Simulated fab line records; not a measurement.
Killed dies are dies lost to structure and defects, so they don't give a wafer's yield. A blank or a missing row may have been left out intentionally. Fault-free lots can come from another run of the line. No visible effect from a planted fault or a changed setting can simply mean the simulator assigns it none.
Which tool is to blame? / flow gf180mcu / 14 lots, 42 wafers sampled, at 2 steps of a route of 602

WHAT EACH GAUGE READ, for each wafer
GF_VT_IMPLANT_TW_MEAS_32.
lot=L566; measured=day 6 22:01; on=film-metro-01; VT_IMPLANT_3_TW=266.9 266.8 267.4
lot=L568; measured=day 7 11:56; on=film-metro-04; VT_IMPLANT_3_TW=270.0 270.9 270.5
lot=L569; measured=day 7 17:18; on=film-metro-03; VT_IMPLANT_3_TW=267.3 268.3 268.8
lot=L570; measured=day 7 23:52; on=film-metro-01; VT_IMPLANT_3_TW=266.6 265.6 266.7
lot=L572; measured=day 8 12:18; on=film-metro-01; VT_IMPLANT_3_TW=268.7 268.1 267.4
lot=L573; measured=day 8 21:31; on=film-metro-01; VT_IMPLANT_3_TW=267.8 268.5 268.4
lot=L574; measured=day 9 04:56; on=film-metro-04; VT_IMPLANT_3_TW=266.7 267.0 267.5
lot=L576; measured=day 9 14:52; on=film-metro-01; VT_IMPLANT_3_TW=269.8 267.5 268.4
lot=L581; measured=day 11 02:34; on=film-metro-01; VT_IMPLANT_3_TW=268.1 268.5 267.4
lot=L585; measured=day 11 23:59; on=film-metro-03; VT_IMPLANT_3_TW=267.1 268.5 267.2
lot=L586; measured=day 12 08:34; on=film-metro-03; VT_IMPLANT_3_TW=267.1 266.3 267.5
lot=L587; measured=day 12 15:22; on=film-metro-04; VT_IMPLANT_3_TW=268.4 269.6 269.3
lot=L588; measured=day 12 22:43; on=film-metro-04; VT_IMPLANT_3_TW=269.0 270.1 269.9
lot=L589; measured=day 13 04:10; on=film-metro-01; VT_IMPLANT_3_TW=266.5 266.5 266.3

GF_POLY_GATE_THK_MEAS_01.
lot=L566; measured=day 8 13:25; on=film-metro-03; POLY_GATE_CVD_00_THK (nm)=201.1 199.5 201.4
lot=L568; measured=day 9 05:18; on=film-metro-04; POLY_GATE_CVD_00_THK (nm)=201.1 200.6 200.5
lot=L569; measured=day 9 09:39; on=film-metro-02; POLY_GATE_CVD_00_THK (nm)=198.4 200.2 198.0
lot=L570; measured=day 9 16:04; on=film-metro-04; POLY_GATE_CVD_00_THK (nm)=200.4 200.8 200.8
lot=L572; measured=day 10 05:47; on=film-metro-03; POLY_GATE_CVD_00_THK (nm)=202.8 199.0 201.3
lot=L573; measured=day 10 14:40; on=film-metro-02; POLY_GATE_CVD_00_THK (nm)=203.0 203.6 203.8
lot=L574; measured=day 10 23:00; on=film-metro-04; POLY_GATE_CVD_00_THK (nm)=199.5 198.0 199.5
lot=L576; measured=day 11 07:53; on=film-metro-04; POLY_GATE_CVD_00_THK (nm)=201.2 199.7 200.5
lot=L581; measured=day 12 21:59; on=film-metro-03; POLY_GATE_CVD_00_THK (nm)=197.5 197.3 198.1
lot=L585; measured=day 13 21:49; on=film-metro-04; POLY_GATE_CVD_00_THK (nm)=201.8 200.4 199.5
lot=L586; measured=day 14 08:40; on=film-metro-02; POLY_GATE_CVD_00_THK (nm)=199.2 200.7 201.0
lot=L587; measured=day 14 14:16; on=film-metro-03; POLY_GATE_CVD_00_THK (nm)=196.1 196.3 196.8
lot=L588; measured=day 14 21:26; on=film-metro-03; POLY_GATE_CVD_00_THK (nm)=200.3 203.1 200.6
lot=L589; measured=day 15 03:09; on=film-metro-02; POLY_GATE_CVD_00_THK (nm)=201.9 200.3 200.3

TOOL THAT RAN EACH LOT (tool first, then ch and the chambers of the sampled wafers, then the start)
Record: no process step prior to these readings.

AS READ BY THE TOOLS THEMSELVES (means over the sampled wafers that have a number; for cases with no such wafer, the mark the record gives instead)
The record holds no such reading with a usual standard deviation.

THE ANSWER, worked out from the rows above alone
Rule: what is usual is taken from the lots themselves. Put in order of their means at a reading, lots are off if they are a third of the lots or fewer, leave a main group of 4 or more, and stand apart from it by a gap of 3 or more times the standard deviation of the main group's means; of several such gaps the widest counts. A main group whose means are all the same, to the digits that the tables above print for the reading, isn't used. Also off: a lot with no number at a reading for which 4 or more lots have one. Any other lot the step has rows for is counted as sound. First the gauges in route order, then the tools' own readings, where a lot's mean is used as printed above. At the first step where some lot is off, the reading lying furthest off is the one used; lots without a number count as furthest.
No lot is off at any reading shown: from this, nothing can be told.

WHAT THE SIMULATOR HAD PUT IN
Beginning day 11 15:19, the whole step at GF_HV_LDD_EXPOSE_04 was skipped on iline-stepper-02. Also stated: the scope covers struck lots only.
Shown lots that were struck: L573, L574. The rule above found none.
